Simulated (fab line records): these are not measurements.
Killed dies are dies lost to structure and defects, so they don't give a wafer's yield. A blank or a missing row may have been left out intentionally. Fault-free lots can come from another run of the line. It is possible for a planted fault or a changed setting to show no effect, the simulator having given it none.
Chamber matching | flow gf180mcu | cmp-01 running GF_STI_CMP_25: 4 sister chambers
The step polishes, stops on Si3N4, t overpolish 33 s, target thk 524.6 nm. 4 wafers are shown with their chamber, then 12 later ones without.

WAFERS PAIRED WITH THEIR CHAMBERS
wafer  | chamber | motor_current_A (A)
L090.6 | 3       | 10.0
L092.1 | 2       | 12.3
L092.2 | 1       | 12.0
L092.6 | 0       | 13.9

WAFERS WHOSE CHAMBER IS MISSING
wafer  | motor_current_A (A)
L093.1 | 11.7
L093.3 | 12.8
L093.5 | 12.6
L094.1 | 10.8
L094.4 | 13.3
L094.6 | 12.8
L095.1 | 13.1
L095.4 | 11.1
L095.6 | 13.2
L096.1 | 10.4
L096.4 | 12.1
L096.5 | 12.2

WHICH CHAMBER EACH ONE RAN IN
wafer  | from the rows above          | in truth
L093.1 | can't be placed: 1 or 2      | 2
L093.3 | can't be placed: 2 or 1 or 0 | 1
L093.5 | can't be placed: 2 or 1 or 0 | 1
L094.1 | can't be placed: 3 or 1 or 2 | 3
L094.4 | can't be placed: 0 or 2 or 1 | 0
L094.6 | can't be placed: 2 or 1 or 0 | 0
L095.1 | can't be placed: 2 or 0 or 1 | 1
L095.4 | can't be placed: 1 or 3 or 2 | 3
L095.6 | can't be placed: 0 or 2 or 1 | 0
L096.1 | 3                            | 3
L096.4 | can't be placed: 1 or 2      | 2
L096.5 | can't be placed: 2 or 1      | 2
Correctly placed: 1 of 12. Cannot be placed on the basis of these rows: 11; the candidates contain the true chamber in 11. Number placed wrongly: 0.
How it was worked out, from the rows above alone: a wafer's distance from a chamber is the root of the sum, over the readings, of the square of ((its reading less the chamber's mean) divided by the reading's scatter). The wafer belongs to the nearest chamber; if the next one is less than 2 further off, it can't be placed. A chamber's mean is the mean of its shown wafers. The scatter: with one shown wafer a chamber, the root of the mean of the squares of how far each hidden wafer lies from its nearest shown one.
